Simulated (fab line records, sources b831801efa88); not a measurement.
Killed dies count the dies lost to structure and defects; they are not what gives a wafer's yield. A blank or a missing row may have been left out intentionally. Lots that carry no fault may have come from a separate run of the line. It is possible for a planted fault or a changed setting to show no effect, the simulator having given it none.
fab line records -- flow sky130
record: lots: 5, wafers: 15, lastDay: 49
route steps=708 shown FIELD_ISO@28 NWELL@32 DNWELL@35
lots that met no fault: from a run of the same line without faults
startH: hours from the record's first day to the start of the lot's first wafer shown -- waitH: how many hours have passed since the lot's step before this one -- " unchanged from the row above -- L1.1+2: a single row standing in for several wafers -- - no value present, or no start provided -- * or withheld: withheld -- < > ~ a bound
route shown NAME@n: names a module that has steps shown in the file, with the first one's number in the route -- usual: the fault-free wafers' mean and standard deviation -- same: alike in all rows -- chamber/n: place in a boat -- sites: per-site readings -- _std_site: the standard deviation of these -- _edge_site: mean of outer sites minus mean of inner sites -- radiusMm: for every site, how far away it sits from the centre of the wafer -- mask NAME#n: copy n -- behind: tool/chamber where the wafer was last shaped -- hold: cause of the lot's hold/its duration in hours/its outcome -- device: the transistor (n, p or np) that didn't switch -- end of line: tests of these same wafers at the route's end -- a step without rows: its recipe alone -- killed: dies that structure and defects cost at the first sort, which is not the same as the wafer's yield -- map: a wafer's dies, marking killed ones x, the rest . and places with no die _
set.NAME: the setting the step ran with; set.NAME@STEP: the setting that earlier step ran with -- model.NAME: the simulator's own value behind a step, which no gauge read
lots at some steps of the route; a table a step, a row a wafer
services: when a tool's chamber went out of use (startH, in hours from the record's first day, below 0 if earlier), for how many hours, and the reason
== steps ==
step: SKY_FIELD_ISO_CMP_27
recipe: stopOn: Si3N4, tOverpolishS: 16, downForcePsi: 4, platenRpm: 60, targetThkNm: 457.8, padVelocityMS: 0.94248
usual: headPressurePsi: 4.000/0.0081, motorCurrentA: 11.9/1.1, overpolishRunS: 16.001/0.0092, timeToEndpointS: 112/5.3
lot.wafer,tool,chamber,startH,waitH,headPressurePsi,motorCurrentA,overpolishRunS,timeToEndpointS
L079.1,cmp-02,3,62.28,0.1,4.020,12.1,15.991,116
L079.4,cmp-02,0,62.28,0.1,3.976,12.5,16.002,116
L079.6,cmp-02,3,62.28,0.1,4.013,11.9,15.995,114
L084.3,cmp-01,2,85.39,0.0,3.992,12.9,16.005,110
L084.4,cmp-01,1,85.39,0.0,3.992,11.3,15.994,109
L084.6,cmp-01,2,85.39,0.0,4.008,12.9,16.010,109
L088.2,cmp-02,1,104.81,0.0,3.983,13.1,16.003,108
L088.1,cmp-02,2,104.81,0.0,3.995,12.4,16.004,113
L088.4,cmp-02,3,104.81,0.0,3.999,11.7,16.006,109
L090.4,cmp-02,1,120.24,0.1,3.998,12.5,15.983,122
L090.2,cmp-02,2,120.24,0.1,3.998,12.7,15.992,122
L090.3,cmp-02,3,120.24,0.1,3.999,11.8,15.993,117
L094.2,cmp-01,1,138.57,0.0,4.001,11.4,16.015,108
L094.1,cmp-01,2,138.57,0.0,3.989,12.9,15.994,108
L094.5,cmp-01,1,138.57,0.0,3.993,10.8,15.992,108
step: SKY_FIELD_ISO_WET_ETCH_28
recipe: chemistry: dHF, targetDepthNm: 23.7, target: SiO2, dilution: 10:1, tempC: 25, timeS: 47
lot.wafer,tool,chamber,startH,waitH
L079.1+4+6,wetBench-03,1,62.53,0.2
L084.3+4+6,wetBench-02,0,85.69,0.2
L088.1+2+4,wetBench-03,2,105.11,0.2
L090.2+3+4,wetBench-02,2,120.49,0.1
L094.1+2+5,wetBench-03,1,138.87,0.2
step: SKY_FIELD_ISO_WET_ETCH_29
recipe: chemistry: H3PO4, targetDepthNm: 160, target: Si3N4, tempC: 160, timeS: 1825
usual: bathGuardTempC: 159.6/0.39
lot.wafer,tool,chamber,startH,waitH,bathGuardTempC
L079.1,wetBench-04,3,62.55,0.0,159.6
L079.4,wetBench-04,3,62.55,0.0,159.9
L079.6,wetBench-04,3,62.55,0.0,159.9
L084.3,wetBench-04,2,85.71,0.0,159.8
L084.4,wetBench-04,2,85.71,0.0,160.0
L084.6,wetBench-04,2,85.71,0.0,159.7
L088.1,wetBench-02,0,105.13,0.0,159.3
L088.2,wetBench-02,0,105.13,0.0,159.5
L088.4,wetBench-02,0,105.13,0.0,159.4
L090.2,wetBench-04,2,120.52,0.0,159.7
L090.3,wetBench-04,2,120.52,0.0,160.0
L090.4,wetBench-04,2,120.52,0.0,159.7
L094.1,wetBench-02,0,138.91,0.0,159.2
L094.2,wetBench-02,0,138.91,0.0,159.4
L094.5,wetBench-02,0,138.91,0.0,159.8
step: SKY_FIELD_ISO_WET_ETCH_30
recipe: chemistry: dHF, targetDepthNm: 25, target: SiO2, dilution: 10:1, tempC: 25, timeS: 50
lot.wafer,tool,chamber,startH,waitH
L079.1+4+6,wetBench-03,3,63.07,0.0
L084.3+4+6,wetBench-03,2,86.23,0.0
L088.1+2+4,wetBench-03,2,105.65,0.0
L090.2+3+4,wetBench-03,1,121.03,0.0
L094.1+2+5,wetBench-04,0,139.43,0.0
step: SKY_NWELL_CLEAN_00
recipe: chemistry: SC1/SC2, mix: 1:4:20, tempC: 70, timeS: 150, dry: n2Spin
usual: bathGuardTempC: 69.6/0.36
lot.wafer,tool,chamber,startH,waitH,bathGuardTempC
L079.1,wetBench-02,0,63.09,0.0,69.3
L079.4,wetBench-02,0,63.09,0.0,69.4
L079.6,wetBench-02,0,63.09,0.0,69.2
L084.3,wetBench-02,0,86.25,0.0,69.3
L084.4,wetBench-02,0,86.25,0.0,69.3
L084.6,wetBench-02,0,86.25,0.0,69.5
L088.1,wetBench-04,0,105.67,0.0,69.6
L088.2,wetBench-04,0,105.67,0.0,69.7
L088.4,wetBench-04,0,105.67,0.0,69.8
L090.2,wetBench-02,0,121.08,0.0,69.5
L090.3,wetBench-02,0,121.08,0.0,69.1
L090.4,wetBench-02,0,121.08,0.0,69.2
L094.1,wetBench-03,2,139.45,0.0,69.3
L094.2,wetBench-03,2,139.45,0.0,69.3
L094.5,wetBench-03,2,139.45,0.0,69.3
step: SKY_NWELL_OXIDATION_01
recipe: tempC: 900, ambient: O2, stabiliseS: 600, purgeS: 300, targetThkA: 100, oxTimeS: 1418
usual: oxTempC: 900.0/0.4, spikeTcBottomC: 919.2/1.8, spikeTcUpperC: 901.2/1.1
same: stabiliseS: 600
lot.wafer,tool,chamber,startH,waitH,oxTempC,spikeTcBottomC,spikeTcUpperC
L079.1,furnace-01,0,64.22,1.1,900.0,918.8,900.3
L079.4,furnace-01,0,64.22,1.1,899.7,917.7,900.5
L079.6,furnace-01,0,64.22,1.1,900.0,917.0,900.9
L084.3,furnace-01,0,86.90,0.6,900.3,919.0,900.4
L084.4,furnace-01,0,86.90,0.6,899.9,916.8,899.6
L084.6,furnace-01,0,86.90,0.6,899.7,916.9,903.6
L088.1,furnace-02,0,105.72,0.0,899.8,921.9,900.9
L088.2,furnace-02,0,105.72,0.0,899.9,921.3,902.4
L088.4,furnace-02,0,105.72,0.0,899.2,921.4,902.6
L090.2,furnace-01,0,121.37,0.2,899.9,917.5,902.1
L090.3,furnace-01,0,121.37,0.2,900.2,918.6,901.5
L090.4,furnace-01,0,121.37,0.2,900.0,918.3,901.2
L094.1,furnace-01,0,139.51,0.0,900.4,918.3,902.6
L094.2,furnace-01,0,139.51,0.0,900.6,918.9,902.8
L094.5,furnace-01,0,139.51,0.0,900.1,918.3,900.2
step: SKY_NWELL_THK_MEAS_02
recipe: reads: SiO2_of_NWELL_OXIDATION_01
usual: NWELL_OXIDATION_THK: 10.01/0.22
lot.wafer,tool,chamber,startH,waitH,NWELL_OXIDATION_THK[nm]
L079.1,filmMetro-03,-,65.61,0.0,9.95
L079.4,filmMetro-03,-,65.61,0.0,9.75
L079.6,filmMetro-03,-,65.61,0.0,9.92
L084.3,filmMetro-04,-,88.32,0.0,10.05
L084.4,filmMetro-04,-,88.32,0.0,10.18
L084.6,filmMetro-04,-,88.32,0.0,9.99
L088.1,filmMetro-04,-,107.12,0.0,9.95
L088.2,filmMetro-04,-,107.12,0.0,9.96
L088.4,filmMetro-04,-,107.12,0.0,9.90
L090.2,filmMetro-02,-,122.77,0.0,9.79
L090.3,filmMetro-02,-,122.77,0.0,9.82
L090.4,filmMetro-02,-,122.77,0.0,9.72
L094.1,filmMetro-02,-,140.90,0.0,9.92
L094.2,filmMetro-02,-,140.90,0.0,9.93
L094.5,filmMetro-02,-,140.90,0.0,9.98
step: SKY_DNWELL_DEHYDRATE_00
recipe: tempC: 200, timeS: 60
usual: chillPlateTempC: 22.96/0.096
lot.wafer,tool,chamber,startH,waitH,chillPlateTempC
L079.1,lithoTrack-04,0,73.00,7.4,23.09
L079.4,lithoTrack-04,0,73.00,7.4,23.03
L079.6,lithoTrack-04,0,73.00,7.4,22.90
L084.3,lithoTrack-04,0,95.95,7.6,22.93
L084.4,lithoTrack-04,0,95.95,7.6,22.92
L084.6,lithoTrack-04,0,95.95,7.6,23.03
L088.1,lithoTrack-01,0,115.44,8.3,23.00
L088.2,lithoTrack-01,0,115.44,8.3,23.01
L088.4,lithoTrack-01,0,115.44,8.3,22.86
L090.2,lithoTrack-02,0,131.85,9.1,22.81
L090.3,lithoTrack-02,0,131.85,9.1,22.85
L090.4,lithoTrack-02,0,131.85,9.1,23.03
L094.1,lithoTrack-02,0,151.22,10.3,22.99
L094.2,lithoTrack-02,0,151.22,10.3,23.00
L094.5,lithoTrack-02,0,151.22,10.3,22.93
step: SKY_DNWELL_HMDS_01
recipe: primeTimeS: 60, primeTempC: 120
usual: chillPlateTempC: 22.98/0.12
lot.wafer,tool,chamber,startH,waitH,chillPlateTempC
L079.1,lithoTrack-04,0,73.15,0.1,23.17
L079.4,lithoTrack-04,0,73.15,0.1,23.28
L079.6,lithoTrack-04,0,73.15,0.1,23.11
L084.3,lithoTrack-04,0,96.10,0.1,22.91
L084.4,lithoTrack-04,0,96.10,0.1,23.05
L084.6,lithoTrack-04,0,96.10,0.1,22.77
L088.1,lithoTrack-01,0,115.59,0.1,23.05
L088.2,lithoTrack-01,0,115.59,0.1,23.00
L088.4,lithoTrack-01,0,115.59,0.1,22.96
L090.2,lithoTrack-02,0,132.00,0.1,23.00
L090.3,lithoTrack-02,0,132.00,0.1,22.82
L090.4,lithoTrack-02,0,132.00,0.1,22.91
L094.1,lithoTrack-02,0,151.37,0.1,22.99
L094.2,lithoTrack-02,0,151.37,0.1,22.98
L094.5,lithoTrack-02,0,151.37,0.1,22.98
step: SKY_DNWELL_COAT_02
recipe: spinRpm: 2000, resistThkNm: 3000
usual: chillPlateTempC: 23.02/0.1
lot.wafer,tool,chamber,startH,waitH,chillPlateTempC
L079.1,lithoTrack-04,0,73.30,0.1,22.76
L079.4,lithoTrack-04,0,73.30,0.1,23.00
L079.6,lithoTrack-04,0,73.30,0.1,22.98
L084.3,lithoTrack-04,0,96.25,0.1,22.86
L084.4,lithoTrack-04,0,96.25,0.1,22.80
L084.6,lithoTrack-04,0,96.25,0.1,22.99
L088.1,lithoTrack-01,0,115.74,0.1,23.10
L088.2,lithoTrack-01,0,115.74,0.1,22.91
L088.4,lithoTrack-01,0,115.74,0.1,22.97
L090.2,lithoTrack-02,0,132.15,0.1,22.92
L090.3,lithoTrack-02,0,132.15,0.1,22.98
L090.4,lithoTrack-02,0,132.15,0.1,23.01
L094.1,lithoTrack-02,0,151.52,0.1,23.06
L094.2,lithoTrack-02,0,151.52,0.1,22.98
L094.5,lithoTrack-02,0,151.52,0.1,22.96
step: SKY_DNWELL_SOFTBAKE_03
recipe: tempC: 110, timeS: withheld
usual: chillPlateTempC: 22.97/0.087
lot.wafer,tool,chamber,startH,waitH,chillPlateTempC
L079.1,lithoTrack-04,0,73.45,0.1,22.96
L079.4,lithoTrack-04,0,73.45,0.1,22.84
L079.6,lithoTrack-04,0,73.45,0.1,22.89
L084.3,lithoTrack-04,0,96.42,0.1,22.92
L084.4,lithoTrack-04,0,96.42,0.1,23.02
L084.6,lithoTrack-04,0,96.42,0.1,23.02
L088.1,lithoTrack-01,0,115.89,0.1,22.94
L088.2,lithoTrack-01,0,115.89,0.1,22.93
L088.4,lithoTrack-01,0,115.89,0.1,22.94
L090.2,lithoTrack-02,0,132.31,0.1,23.04
L090.3,lithoTrack-02,0,132.31,0.1,22.96
L090.4,lithoTrack-02,0,132.31,0.1,23.09
L094.1,lithoTrack-02,0,151.67,0.1,23.01
L094.2,lithoTrack-02,0,151.67,0.1,22.89
L094.5,lithoTrack-02,0,151.67,0.1,23.00
step: SKY_DNWELL_EXPOSE_04
recipe: maskId: DNM, na: 0.57, targetCdNm: 3000, doseMj: 222
lot.wafer,tool,chamber,startH,waitH,mask
L079.1+4+6,ilineStepper-01,0,-,-,DNM#0
L084.3+4+6,ilineStepper-02,0,-,-,DNM#0
L088.1+2+4,ilineStepper-02,0,-,-,DNM#0
L090.2+3+4,ilineStepper-02,0,-,-,DNM#0
L094.1+2+5,ilineStepper-01,0,-,-,DNM#0
step: SKY_DNWELL_PEB_05
recipe: tempC: 115, timeS: withheld
usual: chillPlateTempC: 23.00/0.11
lot.wafer,tool,chamber,startH,waitH,chillPlateTempC
L079.1,lithoTrack-04,0,-,-,22.92
L079.4,lithoTrack-04,0,-,-,22.89
L079.6,lithoTrack-04,0,-,-,22.88
L084.3,lithoTrack-04,0,-,-,23.02
L084.4,lithoTrack-04,0,-,-,23.04
L084.6,lithoTrack-04,0,-,-,23.00
L088.1,lithoTrack-01,0,-,-,23.02
L088.2,lithoTrack-01,0,-,-,23.05
L088.4,lithoTrack-01,0,-,-,23.00
L090.2,lithoTrack-04,0,-,-,23.05
L090.3,lithoTrack-04,0,-,-,23.07
L090.4,lithoTrack-04,0,-,-,23.04
L094.1,lithoTrack-02,0,-,-,22.98
L094.2,lithoTrack-02,0,-,-,23.06
L094.5,lithoTrack-02,0,-,-,22.99
step: SKY_DNWELL_DEVELOP_06
recipe: wallAngleDeg: 90, developer: TMAH, developTimeS: 60, devTempC: 23
usual: chillPlateTempC: 23.02/0.11
lot.wafer,tool,chamber,startH,waitH,chillPlateTempC
L079.1,lithoTrack-04,0,-,-,23.12
L079.4,lithoTrack-04,0,-,-,23.07
L079.6,lithoTrack-04,0,-,-,23.00
L084.3,lithoTrack-04,0,-,-,23.04
L084.4,lithoTrack-04,0,-,-,22.94
L084.6,lithoTrack-04,0,-,-,23.10
L088.1,lithoTrack-01,0,-,-,23.01
L088.2,lithoTrack-01,0,-,-,23.10
L088.4,lithoTrack-01,0,-,-,22.93
L090.2,lithoTrack-04,0,-,-,22.99
L090.3,lithoTrack-04,0,-,-,23.02
L090.4,lithoTrack-04,0,-,-,23.07
L094.1,lithoTrack-02,0,-,-,23.04
L094.2,lithoTrack-02,0,-,-,23.03
L094.5,lithoTrack-02,0,-,-,23.14
== services ==
tool,chamber,startH,hours,kind
furnace-01,-,51.11,3.8,pm
wetBench-04,-,59.92,1.9,pm
cmp-01,-,60.48,5.3,pm
cmp-01,-,65.76,4.0,pm
cmp-02,-,66.39,0.3,repair
cmp-01,-,69.76,-,consumableReplace:conditioner
cmp-01,-,69.76,-,consumableReplace:pad
ilineStepper-02,-,70.16,0.8,repair
ilineStepper-02,0,74.81,-,calibration
furnace-02,-,84.18,4.9,pm
cmp-01,-,95.98,3.1,repair
ilineStepper-01,-,100.73,12.0,repair
cmp-01,-,112.04,8.6,pm
ilineStepper-02,-,112.69,1.7,pm
lithoTrack-04,-,120.01,-,consumableReplace:filter
cmp-01,-,128.24,2.6,repair
ilineStepper-01,0,132.81,-,calibration
== key ==
fault none
